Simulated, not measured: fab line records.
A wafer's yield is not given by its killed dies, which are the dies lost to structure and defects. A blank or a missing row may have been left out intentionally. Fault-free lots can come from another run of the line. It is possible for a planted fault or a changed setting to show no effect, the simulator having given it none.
Check for tools in common | flow sky130 | Sampled: 12 lots, 48 wafers

## THE REASON FOR OPENING IT
4 of 12 lots carry a flag on the reading SONOS_ONO_OXIDATION_THK at SKY_SONOS_ONO_THK_MEAS_01. Fault-free wafers read 2.61 nm, with a standard deviation of 0.053.
Rule: a lot is flagged in two cases, either no wafer of it has a number, or all its wafers with numbers fall more than 4 standard deviations from that mean. The other lots count as sound.

lot  | measured     | on            | SONOS_ONO_OXIDATION_THK (nm), wafer by wafer | flag
L314 | day 11 12:59 | film metro-01 | 2.65 2.61 2.68                               |
L316 | day 12 06:58 | film metro-01 | 2.60 2.64 2.61                               |
L315 | day 12 06:58 | film metro-04 | 2.56 2.60 2.64                               |
L321 | day 13 19:18 | film metro-04 | 5.95 5.91 5.93 5.97 5.89 5.95                | FLAGGED
L322 | day 14 02:36 | film metro-04 | 5.85 5.90 5.93 5.84 5.86 5.91                | FLAGGED
L325 | day 15 04:33 | film metro-04 | 5.81 5.88 5.93 5.83 5.90 5.90                | FLAGGED
L327 | day 16 04:07 | film metro-04 | 5.87 5.78 5.85 5.85 5.84 5.86                | FLAGGED
L329 | day 16 17:39 | film metro-01 | 2.66 2.65 2.65                               |
L332 | day 17 11:42 | film metro-03 | 2.62 2.61 2.62                               |
L333 | day 18 00:41 | film metro-01 | 2.56 2.63 2.60                               |
L335 | day 18 15:38 | film metro-01 | 2.57 2.52 2.52                               |
L337 | day 19 05:20 | film metro-01 | 2.61 2.64 2.58                               |
The numbers of the flagged lots are 5.88 nm on average: +3.27 nm against the usual, or +62 standard deviations.

## TOOL THAT RAN EACH LOT
The record holds 1 process step before the reading, out of a route of 708 steps. Each cell gives the tool, then ch followed by the chambers the sampled wafers passed through, then the start.
lot  | flag    | SKY_VT_ADJUST_HVTR_STRIP_10
L314 |         | plasma asher-02 ch 0,1, day 9 12:16
L316 |         | plasma asher-03 ch 0,1, day 10 03:08
L315 |         | plasma asher-03 ch 0,1, day 10 02:32
L321 | FLAGGED | plasma asher-04 ch 0,1, day 11 13:12
L322 | FLAGGED | plasma asher-04 ch 0,1, day 11 18:50
L325 | FLAGGED | plasma asher-03 ch 0,1, day 12 21:32
L327 | FLAGGED | plasma asher-03 ch 0,1, day 13 20:20
L329 |         | plasma asher-02 ch 0,1, day 14 08:06
L332 |         | plasma asher-02 ch 0,1, day 15 00:51
L333 |         | plasma asher-04 ch 0,1, day 15 13:05
L335 |         | plasma asher-02 ch 0,1, day 16 02:23
L337 |         | plasma asher-03 ch 0,1, day 16 14:31
These steps, and what they do:
- SKY_VT_ADJUST_HVTR_STRIP_10: strips in O2/N2.
- SKY_SONOS_ONO_THK_MEAS_01

## FLAGGED AGAINST TOTAL, ONE TOOL AT A TIME (gauges that did the reading follow at the end)
step                        | tool            | lots run | flagged | share of the flagged lots | sound lots run after its first flagged lot
SKY_VT_ADJUST_HVTR_STRIP_10 | plasma asher-02 | 4        | 0       | none                      | -
SKY_VT_ADJUST_HVTR_STRIP_10 | plasma asher-03 | 5        | 2       | some                      | 1 (L337)
SKY_VT_ADJUST_HVTR_STRIP_10 | plasma asher-04 | 3        | 2       | some                      | 1 (L333)
SKY_SONOS_ONO_THK_MEAS_01   | film metro-01   | 6        | 0       | none                      | -
SKY_SONOS_ONO_THK_MEAS_01   | film metro-03   | 1        | 0       | none                      | -
SKY_SONOS_ONO_THK_MEAS_01   | film metro-04   | 5        | 4       | all                       | 0

## WHAT THE TABLE PERMITS
1 row of the table ran every flagged lot: film metro-04 at SKY_SONOS_ONO_THK_MEAS_01.
- film metro-04 at SKY_SONOS_ONO_THK_MEAS_01: 4 of its 5 lots flagged. Its last sound lot is L315 (day 12 06:58), its first flagged lot L321 (day 13 19:18): a fault that began between those two fits.
film metro-04 at SKY_SONOS_ONO_THK_MEAS_01 is the single tool remaining.

## WHAT WAS PUT IN BY THE SIMULATOR
Metrology matching offset: film metro-04, from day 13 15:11 on, at SKY_SONOS_ONO_THK_MEAS_01. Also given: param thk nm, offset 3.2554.
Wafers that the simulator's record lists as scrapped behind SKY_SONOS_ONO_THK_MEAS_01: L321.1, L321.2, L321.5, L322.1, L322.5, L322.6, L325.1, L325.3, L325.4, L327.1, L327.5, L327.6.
Lots struck among those shown: L321, L322, L325, L327. Same finding as the rule above.
